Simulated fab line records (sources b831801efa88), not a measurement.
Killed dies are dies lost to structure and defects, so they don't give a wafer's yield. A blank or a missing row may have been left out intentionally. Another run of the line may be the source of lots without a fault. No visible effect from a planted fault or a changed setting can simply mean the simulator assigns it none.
Tool commonality check :: flow gf180mcu :: 37 wafers sampled across 12 lots

## REASON IT WAS OPENED
1 of 12 lots carry a flag on the reading PASSIVATION_CVD_00_THK at GF_PASSIVATION_THK_MEAS_01. No-fault wafers: 996 nm, standard deviation 13.
Rule: a lot is flagged in two cases, either no wafer of it has a number, or all its wafers with numbers fall more than 4 standard deviations from that mean. The other lots count as sound.

lot: L345
measured: day 28 01:19
on: film metro-04
PASSIVATION_CVD_00_THK (nm), wafer by wafer: 988 1011 994
flag: 

lot: L348
measured: day 29 11:55
on: film metro-04
PASSIVATION_CVD_00_THK (nm), wafer by wafer: 995 986 999
flag: 

lot: L350
measured: day 29 17:39
on: film metro-04
PASSIVATION_CVD_00_THK (nm), wafer by wafer: 1007 992 1013
flag: 

lot: L351
measured: day 30 00:38
on: film metro-04
PASSIVATION_CVD_00_THK (nm), wafer by wafer: 993 993 1008
flag: 

lot: L352
measured: day 30 10:50
on: film metro-02
PASSIVATION_CVD_00_THK (nm), wafer by wafer: 1006 1016 1029
flag: 

lot: L353
measured: day 30 11:25
on: film metro-02
PASSIVATION_CVD_00_THK (nm), wafer by wafer: 973 999 994
flag: 

lot: L354
measured: day 30 18:07
on: film metro-04
PASSIVATION_CVD_00_THK (nm), wafer by wafer: 998 1008 993
flag: 

lot: L355
measured: day 31 04:29
on: film metro-02
PASSIVATION_CVD_00_THK (nm), wafer by wafer: 986 1005 1013
flag: 

lot: L356
measured: day 31 06:53
on: film metro-02
PASSIVATION_CVD_00_THK (nm), wafer by wafer: 1000 983 1001
flag: 

lot: L358
measured: day 32 00:47
on: film metro-04
PASSIVATION_CVD_00_THK (nm), wafer by wafer: 998 1009 1007
flag: 

lot: L364
measured: day 33 12:09
on: film metro-02
PASSIVATION_CVD_00_THK (nm), wafer by wafer: 829 812 829 813
flag: FLAGGED

lot: L368
measured: day 34 04:49
on: film metro-02
PASSIVATION_CVD_00_THK (nm), wafer by wafer: 972 972 996
flag: 
The numbers of the flagged lots are 821 nm on average: -175 nm against the usual, or -13 standard deviations.

## WHICH TOOL RAN EACH LOT
Before the reading, the record contains 4 process steps out of a 602-step route. Each cell gives the tool, then ch followed by the chambers the sampled wafers passed through, then the start.
lot: L345
flag: 
GF_V4_SPUTTER_21: pvd sputter-04, day 24 08:30
GF_MIM_SPUTTER_00: pvd sputter-02, day 24 09:12
GF_MIM_SPUTTER_02: pvd sputter-02, day 24 09:20
GF_PASSIVATION_CVD_00: pecvd-03 ch 0,1, day 28 01:13

lot: L348
flag: 
GF_V4_SPUTTER_21: pvd sputter-04, day 25 22:43
GF_MIM_SPUTTER_00: pvd sputter-01, day 25 23:24
GF_MIM_SPUTTER_02: pvd sputter-01, day 25 23:32
GF_PASSIVATION_CVD_00: pecvd-03 ch 0,1,2, day 29 11:50

lot: L350
flag: 
GF_V4_SPUTTER_21: pvd sputter-04, day 26 05:53
GF_MIM_SPUTTER_00: pvd sputter-01, day 26 06:34
GF_MIM_SPUTTER_02: pvd sputter-01, day 26 06:42
GF_PASSIVATION_CVD_00: pecvd-03 ch 0,1, day 29 17:33

lot: L351
flag: 
GF_V4_SPUTTER_21: pvd sputter-04, day 26 12:35
GF_MIM_SPUTTER_00: pvd sputter-01, day 26 13:17
GF_MIM_SPUTTER_02: pvd sputter-01, day 26 13:25
GF_PASSIVATION_CVD_00: pecvd-01 ch 0,2, day 30 00:34

lot: L352
flag: 
GF_V4_SPUTTER_21: pvd sputter-03, day 26 23:01
GF_MIM_SPUTTER_00: pvd sputter-01, day 26 23:43
GF_MIM_SPUTTER_02: pvd sputter-01, day 26 23:50
GF_PASSIVATION_CVD_00: pecvd-03 ch 0,2, day 30 10:45

lot: L353
flag: 
GF_V4_SPUTTER_21: pvd sputter-04, day 27 02:06
GF_MIM_SPUTTER_00: pvd sputter-02, day 27 02:47
GF_MIM_SPUTTER_02: pvd sputter-02, day 27 02:55
GF_PASSIVATION_CVD_00: pecvd-04 ch 0,1,2, day 30 11:19

lot: L354
flag: 
GF_V4_SPUTTER_21: pvd sputter-01, day 27 07:45
GF_MIM_SPUTTER_00: pvd sputter-01, day 27 08:27
GF_MIM_SPUTTER_02: pvd sputter-01, day 27 08:35
GF_PASSIVATION_CVD_00: pecvd-01 ch 0,1,2, day 30 18:01

lot: L355
flag: 
GF_V4_SPUTTER_21: pvd sputter-01, day 27 19:44
GF_MIM_SPUTTER_00: pvd sputter-02, day 27 20:26
GF_MIM_SPUTTER_02: pvd sputter-02, day 27 20:34
GF_PASSIVATION_CVD_00: pecvd-01 ch 0,1,2, day 31 04:24

lot: L356
flag: 
GF_V4_SPUTTER_21: pvd sputter-01, day 27 22:32
GF_MIM_SPUTTER_00: pvd sputter-04, day 27 23:14
GF_MIM_SPUTTER_02: pvd sputter-04, day 27 23:22
GF_PASSIVATION_CVD_00: pecvd-01 ch 0,2, day 31 06:48

lot: L358
flag: 
GF_V4_SPUTTER_21: pvd sputter-01, day 28 18:45
GF_MIM_SPUTTER_00: pvd sputter-01, day 28 19:27
GF_MIM_SPUTTER_02: pvd sputter-01, day 28 19:35
GF_PASSIVATION_CVD_00: pecvd-01 ch 0,2, day 32 00:43

lot: L364
flag: FLAGGED
GF_V4_SPUTTER_21: pvd sputter-01, day 30 11:15
GF_MIM_SPUTTER_00: pvd sputter-02, day 30 11:58
GF_MIM_SPUTTER_02: pvd sputter-02, day 30 12:04
GF_PASSIVATION_CVD_00: pecvd-03 ch 1,2, day 33 12:04

lot: L368
flag: 
GF_V4_SPUTTER_21: pvd sputter-03, day 31 05:23
GF_MIM_SPUTTER_00: pvd sputter-04, day 31 06:05
GF_MIM_SPUTTER_02: pvd sputter-04, day 31 06:13
GF_PASSIVATION_CVD_00: pecvd-04 ch 1,2, day 34 04:44
What is done by these steps:
- GF_V4_SPUTTER_21: material Ti, target thk 15 nm, time 80.02 s.
- GF_MIM_SPUTTER_00: material Ti, target thk 37.5 nm, time 150 s.
- GF_MIM_SPUTTER_02: material AlCu, target thk 450 nm, time 23.9 s.
- GF_PASSIVATION_CVD_00: deposits SiO2 from TEOS, target thk 1000 nm, time 111.95 s.
- GF_PASSIVATION_THK_MEAS_01

## FLAGGED AGAINST TOTAL, ONE TOOL AT A TIME (gauges that did the reading follow at the end)
step: GF_V4_SPUTTER_21
tool: pvd sputter-01
lots run: 5
flagged: 1
share of the flagged lots: all
sound lots run after its first flagged lot: 0

step: GF_V4_SPUTTER_21
tool: pvd sputter-03
lots run: 2
flagged: 0
share of the flagged lots: none
sound lots run after its first flagged lot: -

step: GF_V4_SPUTTER_21
tool: pvd sputter-04
lots run: 5
flagged: 0
share of the flagged lots: none
sound lots run after its first flagged lot: -

step: GF_MIM_SPUTTER_00
tool: pvd sputter-01
lots run: 6
flagged: 0
share of the flagged lots: none
sound lots run after its first flagged lot: -

step: GF_MIM_SPUTTER_00
tool: pvd sputter-02
lots run: 4
flagged: 1
share of the flagged lots: all
sound lots run after its first flagged lot: 0

step: GF_MIM_SPUTTER_00
tool: pvd sputter-04
lots run: 2
flagged: 0
share of the flagged lots: none
sound lots run after its first flagged lot: -

step: GF_MIM_SPUTTER_02
tool: pvd sputter-01
lots run: 6
flagged: 0
share of the flagged lots: none
sound lots run after its first flagged lot: -

step: GF_MIM_SPUTTER_02
tool: pvd sputter-02
lots run: 4
flagged: 1
share of the flagged lots: all
sound lots run after its first flagged lot: 0

step: GF_MIM_SPUTTER_02
tool: pvd sputter-04
lots run: 2
flagged: 0
share of the flagged lots: none
sound lots run after its first flagged lot: -

step: GF_PASSIVATION_CVD_00
tool: pecvd-01
lots run: 5
flagged: 0
share of the flagged lots: none
sound lots run after its first flagged lot: -

step: GF_PASSIVATION_CVD_00
tool: pecvd-03
lots run: 5
flagged: 1
share of the flagged lots: all
sound lots run after its first flagged lot: 0

step: GF_PASSIVATION_CVD_00
tool: pecvd-04
lots run: 2
flagged: 0
share of the flagged lots: none
sound lots run after its first flagged lot: -

step: GF_PASSIVATION_THK_MEAS_01
tool: film metro-02
lots run: 6
flagged: 1
share of the flagged lots: all
sound lots run after its first flagged lot: 1 (L368)

step: GF_PASSIVATION_THK_MEAS_01
tool: film metro-04
lots run: 6
flagged: 0
share of the flagged lots: none
sound lots run after its first flagged lot: -

## THE TABLE: WHAT IT ALLOWS
5 rows of the table ran every flagged lot: pvd sputter-01 at GF_V4_SPUTTER_21, pvd sputter-02 at GF_MIM_SPUTTER_00, pvd sputter-02 at GF_MIM_SPUTTER_02, pecvd-03 at GF_PASSIVATION_CVD_00, film metro-02 at GF_PASSIVATION_THK_MEAS_01.
- pvd sputter-01 at GF_V4_SPUTTER_21: 1 of its 5 lots flagged. It ran its last sound lot, L358, at day 28 18:45 and its first flagged lot, L364, at day 30 11:15: a fault with its onset between the two fits.
- pvd sputter-02 at GF_MIM_SPUTTER_00: 1 of its 4 lots flagged. It ran its last sound lot, L355, at day 27 20:26 and its first flagged lot, L364, at day 30 11:58: a fault with its onset between the two fits.
- pvd sputter-02 at GF_MIM_SPUTTER_02: 1 of its 4 lots flagged. It ran its last sound lot, L355, at day 27 20:34 and its first flagged lot, L364, at day 30 12:04: a fault with its onset between the two fits.
- pecvd-03 at GF_PASSIVATION_CVD_00: 1 of its 5 lots flagged. It ran its last sound lot, L352, at day 30 10:45 and its first flagged lot, L364, at day 33 12:04: a fault with its onset between the two fits. Its own readings (run length s) fall more than 4 standard deviations out on all wafers of the flagged lots.
- film metro-02 at GF_PASSIVATION_THK_MEAS_01: 1 of its 6 lots flagged. Sound lots followed the first flagged one (L368) on it, something a lasting fault affecting the whole tool could not allow.
Because each of these 3 tools fits a fault that began at some hour, counting lots does not separate them. More lots, or a look at what each step does to the wafer, might.

## WHAT THE SIMULATOR HAD PUT IN
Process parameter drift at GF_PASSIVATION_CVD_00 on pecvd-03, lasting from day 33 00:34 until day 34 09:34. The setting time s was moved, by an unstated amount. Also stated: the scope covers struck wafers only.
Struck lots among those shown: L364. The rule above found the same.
